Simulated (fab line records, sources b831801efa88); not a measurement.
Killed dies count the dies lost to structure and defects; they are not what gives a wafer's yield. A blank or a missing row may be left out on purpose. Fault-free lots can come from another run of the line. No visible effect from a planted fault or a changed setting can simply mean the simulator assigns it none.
8D (eight disciplines) problem report, filled in by code -- flow gf180mcu -- the parts of the form that need people (team, actions taken, sign-off) are left out

## 1. THE PROBLEM
Mean of strip-time-to-endpoint-s at GF_M1_STRIP_17: 7.36 s across 6 wafers in 2 lots; on wafers with no fault it is 7.85 s (standard deviation 0.046). That puts it -11 standard deviations away from the usual mean.
The step: strips in O2/N2.
First seen on wafer L504.3, day 22 21:14, on plasma-asher-02. At this step, 39 wafers from 13 lots have a number in the record. The rule behind "out" and "out of limits": a value lying over 4 standard deviations away from the usual mean. All remaining wafers that have a number are taken as sound.

## 2. WHAT IT IS, AND WHAT IT ISN'T
question,is,is not
which readings at this step,strip-time-to-endpoint-s,"drypump-motor-current-A, heater-power-w, oes-product-au"
which lots,"L504, L505","L489, L490, L491, L492, L493, L495, L497, L498, L507, L511, L512"
which wafers of those lots,all that have a number,-
read on which tools,plasma-asher-02,"plasma-asher-01, plasma-asher-04"
when,from day 22 21:14,"up to then (24 sound wafers); but 9 sound wafers of L507, L511, L512 came after"

## 3. SUSPECTS, AND WHAT RULES EACH OUT
Counting: any tool at a process step up to the reading is kept as a suspect provided that every lot that is out went through it and no sound lot did after the first of them.
- plasma-asher-02 at GF_M1_STRIP_17 (strips in O2/N2): kept. It processed each lot that is out, first L504 at day 22 21:14, and no sound lot thereafter; up to then, the last sound lot it processed was L498 at day 21 05:58. Its own strip-time-to-endpoint-s readings are out on those wafers.
The count leaves plasma-asher-02 at GF_M1_STRIP_17.

## 4. THE CAUSE (what the simulator had put in)
Process parameter drift: plasma-asher-02, from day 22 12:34 on, at GF_M1_STRIP_17. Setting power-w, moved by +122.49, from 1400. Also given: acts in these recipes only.
Counting left only this tool.

## 5. THE EFFECT CHAIN, in route order
Each row: a reading where the mean over the struck wafers with a number is more than 3 standard deviations away from the usual. Readings are gone through only where the record gives a usual standard deviation; hours: the median, over the lots, of the time from a lot's start at the first step in this table giving one to that lot's start at this step; sigmas: the change measured in usual standard deviations.
hours,step,reading,usual,on struck wafers,change,sigmas
0,GF_M1_STRIP_17,strip-time-to-endpoint-s,7.85 s,7.36,-0.49,-11
Process steps it contains:
- GF_M1_STRIP_17: strips in O2/N2.
At these later measuring or inspecting steps, every struck wafer for which the step has a row has a number for every such reading, and none has moved that far: GF_V1_BOW_MEAS_05.

## 6. HOW IT WOULD HAVE BEEN CAUGHT EARLIER
9 hours passed between the start of the fault at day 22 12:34 and the first reading out of limits in this record, taken at day 22 21:14.
